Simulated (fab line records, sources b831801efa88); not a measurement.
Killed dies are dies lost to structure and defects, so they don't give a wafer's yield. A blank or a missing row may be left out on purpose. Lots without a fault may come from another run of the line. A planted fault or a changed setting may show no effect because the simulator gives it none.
Which tool did it? | flow gf180mcu | 6 lots, 18 wafers sampled, at 2 steps of a route of 602

WHAT THE GAUGES READ, wafer by wafer
GF_HV_LDD_THK_MEAS_57.
lot  | measured     | on            | HV_LDD_CVD_56_THK (nm)
L662 | day 14 13:38 | film_metro-01 | 91.1 90.4 90.3
L664 | day 15 05:21 | film_metro-02 | 90.9 90.4 90.7
L666 | day 15 20:17 | film_metro-04 | 89.8 89.6 90.5
L672 | day 17 19:06 | film_metro-04 | 90.3 88.8 90.4
L675 | day 19 05:59 | film_metro-04 | 116.8 117.7 117.1 116.9 117.7 117.1
L678 | day 20 10:09 | film_metro-04 | 89.9 89.8 89.2

WHICH TOOL RAN EACH LOT (tool, then ch and the chambers of the sampled wafers, then the start)
lot  | GF_HV_LDD_CVD_56
L662 | lpcvd-01 ch 1, day 14 12:11
L664 | lpcvd-01 ch 0, day 15 03:55
L666 | lpcvd-02 ch 1, day 15 18:51
L672 | lpcvd-02 ch 1, day 17 17:39
L675 | lpcvd-01 ch 1, day 19 02:46
L678 | lpcvd-02 ch 1, day 20 08:43
- GF_HV_LDD_CVD_56: deposits Si3N4 from DCS/NH3, target thk 90 nm, time 1543 s.

THE ANSWER, worked out from the rows above alone
Rule: what is usual is taken from the lots themselves. Put in order of their means at a reading, lots are off if they are a third of the lots or fewer, leave a main group of 4 or more, and stand apart from it by a gap of 3 or more times the standard deviation of the main group's means; of several such gaps the widest counts. A main group whose means are all the same, to the digits that the tables above print for the reading, isn't used. A lot without any number at a reading at which 4 lots or more have one is off too. The other lots that the step has rows for count as sound.
Off: L675, at GF_HV_LDD_THK_MEAS_57 (HV_LDD_CVD_56_THK). The main group: mean 90.1 nm, standard deviation 0.42.
A tool fits if, at a process step before that reading, it ran every lot that is off, and no sound lot after the first of them. The gauges at GF_HV_LDD_THK_MEAS_57 are tried like those tools. One fits: lpcvd-01 at GF_HV_LDD_CVD_56. Its last sound lot is L664 (day 15 03:55), its first lot that is off L675 (day 19 02:46): a fault that began between those two fits.

WHAT THE SIMULATOR HAD PUT IN
Process parameter drift: lpcvd-01, from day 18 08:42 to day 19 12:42, at GF_HV_LDD_CVD_56. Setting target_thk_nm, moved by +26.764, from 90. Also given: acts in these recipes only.
Lots struck among those shown: L675. The rule above found the same.
